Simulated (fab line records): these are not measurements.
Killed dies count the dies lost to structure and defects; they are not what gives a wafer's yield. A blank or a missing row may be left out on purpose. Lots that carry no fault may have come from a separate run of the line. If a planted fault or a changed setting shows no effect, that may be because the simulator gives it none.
Matching of chambers    flow sky130    3 sister chambers for SKY_VIA1_HDPCVD_00 on hdpcvd-01
The step deposits SiO2, target thk 1030 nm, time 171.7 s. 6 wafers are shown with their chamber, then 7 later ones without.

== WAFERS, EACH WITH ITS CHAMBER ==
wafer   chamber  sih4 flow sccm (sccm)
L753.5  1        59.97
L756.6  0        59.85
L757.2  2        59.58
L757.5  2        60.02
L757.6  0        59.85
L758.4  1        59.66

== WAFERS WHOSE CHAMBER IS MISSING ==
wafer   sih4 flow sccm (sccm)
L758.5  60.36
L758.6  60.50
L759.1  60.15
L759.2  60.35
L759.6  60.40
L760.2  59.73
L760.4  60.07

== EACH ONE'S CHAMBER ==
wafer   from the rows above           in truth
L758.5  can't be placed: 0 or 1 or 2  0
L758.6  can't be placed: 0 or 1 or 2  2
L759.1  can't be placed: 0 or 1 or 2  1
L759.2  can't be placed: 0 or 1 or 2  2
L759.6  can't be placed: 0 or 1 or 2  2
L760.2  can't be placed: 2 or 1 or 0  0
L760.4  can't be placed: 0 or 1 or 2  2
0 of 7 placed correctly. These rows do not allow placing 7 (true chamber among the candidates in 7). Number placed wrongly: 0.
How it was worked out, from the rows above alone: a wafer's distance from a chamber is the root of the sum, over the readings, of the square of ((its reading less the chamber's mean) divided by the reading's scatter). The wafer belongs to the nearest chamber; if the next one is less than 2 further off, it can't be placed. Each chamber's mean is taken over the wafers shown for it. The scatter: the root of (the sum of the squares of (reading less its chamber's mean) over the shown wafers, divided by (wafers less chambers)).
